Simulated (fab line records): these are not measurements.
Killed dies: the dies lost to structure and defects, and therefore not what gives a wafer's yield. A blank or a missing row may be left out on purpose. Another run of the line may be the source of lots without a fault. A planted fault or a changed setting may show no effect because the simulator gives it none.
Which tool did it? -- flow sky130 -- route of 708 steps, sampled at 1 step: 13 lots, 39 wafers

== WHAT THE GAUGES READ, wafer by wafer ==
SKY_LI_CONTACT_OVL_MEAS_13. Usual: LI_CONTACT_OVL -3 nm, standard deviation 5.1.
lot,measured,on,LI_CONTACT_OVL (nm),flag
L157,day 29 21:07,overlay-01,-3 -4 -2,
L156,day 29 23:16,overlay-02,4 8 7,
L158,day 30 09:30,overlay-01,1 -3 -11,
L162,day 31 12:39,overlay-01,-11 -3 -10,
L163,day 31 15:58,overlay-01,-7 -3 -8,
L164,day 32 00:40,overlay-02,-12 -7 -2,
L167,day 33 00:05,overlay-01,4 -4 3,
L168,day 33 06:57,overlay-01,5 4 -9,
L175,day 35 04:05,overlay-02,4 -4 -4,
L176,day 35 14:12,overlay-01,-4 -4 -6,
L177,day 36 06:05,overlay-01,-6 0 0,
L178,day 36 13:40,overlay-01,-2 -5 2,
L179,day 37 00:39,overlay-02,3 1 -2,

== EACH LOT AND THE TOOL THAT RAN IT (in order: tool; ch and the chambers of the sampled wafers; start) ==
The record holds no process step before these readings.

== AS READ BY THE TOOLS THEMSELVES (means over the sampled wafers that have a number; for cases with no such wafer, the mark the record gives instead) ==
The record holds no such reading with a usual standard deviation.

== THE ANSWER, worked out from the rows above alone ==
Rule: a lot counts as off when the mean over its wafers that have a number is more than 3 standard deviations away from the usual mean. Also off: a lot with no number at a reading for which 4 or more lots have one. Any other lot the step has rows for is counted as sound. The gauges are gone through in route order, then the tools' own readings, and for those a lot's mean is taken as printed above. The first step at which some lot is off is used, and at that step the reading that is off furthest; a lot without a number counts as furthest.
No lot is off at any reading shown: from this, nothing can be told.

== WHAT THE SIMULATOR HAD PUT IN ==
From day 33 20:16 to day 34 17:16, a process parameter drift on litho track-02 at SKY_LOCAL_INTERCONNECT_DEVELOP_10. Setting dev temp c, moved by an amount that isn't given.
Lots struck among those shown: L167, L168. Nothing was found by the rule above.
